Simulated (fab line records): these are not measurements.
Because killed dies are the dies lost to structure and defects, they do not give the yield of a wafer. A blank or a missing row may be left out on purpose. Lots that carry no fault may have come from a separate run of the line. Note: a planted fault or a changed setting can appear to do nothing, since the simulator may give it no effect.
Check for tools in common	flow gf180mcu	15 lots, 54 wafers sampled

== WHAT PROMPTED THE OPENING ==
3 of 15 lots carry a flag on the reading CONTACT_CVD_00_THK at GF_CONTACT_THK_MEAS_01. Wafers without a fault read 300 nm, standard deviation 4.4.
Rule: a lot gets a flag if all its wafers with a number sit over 4 standard deviations from that mean, or if no wafer of it has a number. The other lots count as sound.

lot	measured	on	CONTACT_CVD_00_THK (nm), wafer by wafer	flag
L664	day 15 01:54	film-metro-04	300 303 300	
L666	day 15 20:32	film-metro-04	303 304 296	
L667	day 15 23:46	film-metro-03	308 294 296	
L668	day 16 16:44	film-metro-01	304 296 305	
L669	day 16 21:28	film-metro-03	289 297 289	
L670	day 17 02:26	film-metro-03	586 605 607 586 605 607	FLAGGED
L671	day 17 21:39	film-metro-04	590 602 593 589 603 593	FLAGGED
L674	day 18 22:52	film-metro-04	307 302 297	
L678	day 20 04:25	film-metro-01	583 600 596 582 601 597	FLAGGED
L681	day 21 04:07	film-metro-03	302 298 303	
L682	day 21 12:27	film-metro-03	300 298 291	
L684	day 22 04:39	film-metro-04	300 302 299	
L685	day 22 11:16	film-metro-01	301 303 296	
L686	day 23 03:56	film-metro-04	294 298 297	
L687	day 23 07:46	film-metro-03	303 302 304	
Average over the flagged lots: 596 nm; offset from the usual +296 nm, equal to +67 standard deviations.

== LOT BY LOT: THE TOOL USED ==
Before the reading, the record contains 2 process steps out of a 602-step route. Each cell gives the tool, then ch followed by the chambers the sampled wafers passed through, then the start.
lot	flag	GF_SAB_STRIP_13	GF_CONTACT_CVD_00
L664		plasma-asher-03 ch 0,1, day 15 01:09	hdpcvd-02 ch 0,1, day 15 01:52
L666		plasma-asher-01 ch 0,1, day 15 19:43	hdpcvd-02 ch 0,1,2, day 15 20:29
L667		plasma-asher-01 ch 0,1, day 15 23:00	hdpcvd-01 ch 0,1,2, day 15 23:43
L668		plasma-asher-01 ch 1, day 16 15:58	hdpcvd-02 ch 0,1,2, day 16 16:41
L669		plasma-asher-03 ch 0,1, day 16 20:43	hdpcvd-01 ch 0,2, day 16 21:25
L670	FLAGGED	plasma-asher-01 ch 0,1, day 17 01:28	hdpcvd-02 ch 0,1,2, day 17 02:11
L671	FLAGGED	plasma-asher-04 ch 0,1, day 17 20:36	hdpcvd-02 ch 1,2, day 17 21:19
L674		plasma-asher-03 ch 0,1, day 18 22:07	hdpcvd-01 ch 0,1,2, day 18 22:47
L678	FLAGGED	plasma-asher-01 ch 0,1, day 20 03:27	hdpcvd-01 ch 0,1,2, day 20 04:10
L681		plasma-asher-01 ch 0,1, day 21 03:19	hdpcvd-02 ch 1,2, day 21 04:04
L682		plasma-asher-04 ch 0,1, day 21 11:41	hdpcvd-01 ch 0,1,2, day 21 12:24
L684		plasma-asher-04 ch 1, day 22 03:50	hdpcvd-02 ch 0,1, day 22 04:37
L685		plasma-asher-03 ch 0,1, day 22 10:29	hdpcvd-02 ch 0,1,2, day 22 11:13
L686		plasma-asher-01 ch 0, day 23 03:11	hdpcvd-01 ch 0,1,2, day 23 03:54
L687		plasma-asher-01 ch 0,1, day 23 06:59	hdpcvd-02 ch 0,2, day 23 07:43
These steps, and what they do:
- GF_SAB_STRIP_13: strips in O2/N2.
- GF_CONTACT_CVD_00: deposits SiO2, target thk 300 nm, time 50 s.
- GF_CONTACT_THK_MEAS_01

== FLAGGED AGAINST TOTAL, ONE TOOL AT A TIME (gauges that did the reading follow at the end) ==
step	tool	lots run	flagged	share of the flagged lots	sound lots run after its first flagged lot
GF_SAB_STRIP_13	plasma-asher-01	8	2	some	3 (L681,L686,L687)
GF_SAB_STRIP_13	plasma-asher-03	4	0	none	-
GF_SAB_STRIP_13	plasma-asher-04	3	1	some	2 (L682,L684)
GF_CONTACT_CVD_00	hdpcvd-01	6	1	some	2 (L682,L686)
GF_CONTACT_CVD_00	hdpcvd-02	9	2	some	4 (L681,L684,L685,L687)
GF_CONTACT_THK_MEAS_01	film-metro-01	3	1	some	1 (L685)
GF_CONTACT_THK_MEAS_01	film-metro-03	6	1	some	3 (L681,L682,L687)
GF_CONTACT_THK_MEAS_01	film-metro-04	6	1	some	3 (L674,L684,L686)

== THE TABLE: WHAT IT ALLOWS ==
No row of the table ran every flagged lot.

== WHAT WAS PUT IN BY THE SIMULATOR ==
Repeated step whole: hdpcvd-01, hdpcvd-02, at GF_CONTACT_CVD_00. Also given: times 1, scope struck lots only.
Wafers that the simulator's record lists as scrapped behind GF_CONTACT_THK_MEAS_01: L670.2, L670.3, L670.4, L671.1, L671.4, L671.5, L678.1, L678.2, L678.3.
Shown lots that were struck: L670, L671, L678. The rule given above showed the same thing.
